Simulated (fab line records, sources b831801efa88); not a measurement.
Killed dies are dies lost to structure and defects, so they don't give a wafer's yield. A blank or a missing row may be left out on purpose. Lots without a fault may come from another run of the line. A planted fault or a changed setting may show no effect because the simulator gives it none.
A struck lot beside a sound one | flow sky130 | 14 steps out of a route of 708
Sound: wafers L546.3, L546.4, L546.5. Struck: wafers L552.4, L552.5, L552.6. The cause comes at the end.
At each step with rows: each side's tool, then ch and its chambers, then its first start. Under that, the readings that differ: sound wafers | struck wafers | difference of the means | sigmas: that difference in standard deviations of wafers without a fault.
alike: readings whose means differ by less than 2 such deviations, and words and numbers that are the same on both sides. not compared: withheld readings, readings that some wafer has no value for, bounds like >300 that may hide the same value, and numbers for which the record gives no deviation and whose values overlap.
The two part at a step that has a row with sigmas, a row that says differs or no value, or rows on one side only. Numbers that don't overlap but have no deviation are shown without sigmas and don't part them. A reading that every wafer of one side lacks parts them only if that side has two wafers or more.

SKY_LI_CONTACT_CVD_21: deposits W, target thk 400 nm, time 120.56 s.
  sound on cvd_w-01 ch 0,1, day 32 00:03; struck on cvd_w-01 ch 0,1, day 33 02:03
  alike: heater_power_w
SKY_LI_CONTACT_RS_MEAS_22: measures by four-point-probe.
  sound on film_metro-04, day 32 00:10; struck on film_metro-04, day 33 02:11
  alike: LI_CONTACT_W_RS
SKY_LI_CONTACT_THK_MEAS_23: measures by xrf.
  sound on film_metro-04, day 32 00:16; struck on film_metro-04, day 33 02:17
  alike: LI_CONTACT_W_THK
SKY_LI_CONTACT_CMP_24: polishes, stops on PSG, t overpolish 20 s, target thk 0 nm.
  sound on cmp-01 ch 0,1,2, day 32 00:19; struck on cmp-02 ch 2,3, day 33 02:22
  alike: motor_current_A, overpolish_run_s, retaining_ring_pressure_frac, time_to_endpoint_s
SKY_LOCAL_INTERCONNECT_SPUTTER_00: material TiN, target thk 100 nm, time 83.3 s.
  sound on pvd_sputter-02, day 32 00:37; struck on pvd_sputter-02, day 33 02:37
  alike: throttle_valve_pct
SKY_LOCAL_INTERCONNECT_RS_MEAS_01: measures by four-point-probe.
  sound on film_metro-01, day 32 00:43; struck on film_metro-03, day 33 02:44
  alike: LOCAL_INTERCONNECT_TIN_RS
SKY_LOCAL_INTERCONNECT_THK_MEAS_02: measures by xrf.
  sound on film_metro-01, day 32 00:49; struck on film_metro-03, day 33 02:49
  alike: LOCAL_INTERCONNECT_TIN_THK
then, 5 steps without rows for these wafers: SKY_LOCAL_INTERCONNECT_DEHYDRATE_03 (time 60 s); SKY_LOCAL_INTERCONNECT_HMDS_04 (prime time 60 s); SKY_LOCAL_INTERCONNECT_COAT_05 (resist thk 60 nm); SKY_LOCAL_INTERCONNECT_COAT_06 (resist thk 450 nm); SKY_LOCAL_INTERCONNECT_SOFTBAKE_07 (time 90 s).
SKY_LOCAL_INTERCONNECT_EXPOSE_08: exposes mask LI1M, target cd 170 nm.
  sound on krf_scanner-01 ch 0, day 32 15:30; struck on krf_scanner-02, day 33 15:57
  no value came back on the struck wafers for exposure_dose_mJ_cm2, focus_offset_nm (nm); on the sound wafers exposure_dose_mJ_cm2 reads 27.959 27.994 27.978
  alike: mask
then, 1 step without rows for these wafers: SKY_LOCAL_INTERCONNECT_PEB_09.

WHERE THEY PART
Only at SKY_LOCAL_INTERCONNECT_EXPOSE_08, within this record.

WHY: what the simulator had put in
Skipped step whole: krf_scanner-02, from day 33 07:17 on, at SKY_LOCAL_INTERCONNECT_EXPOSE_08. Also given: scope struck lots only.
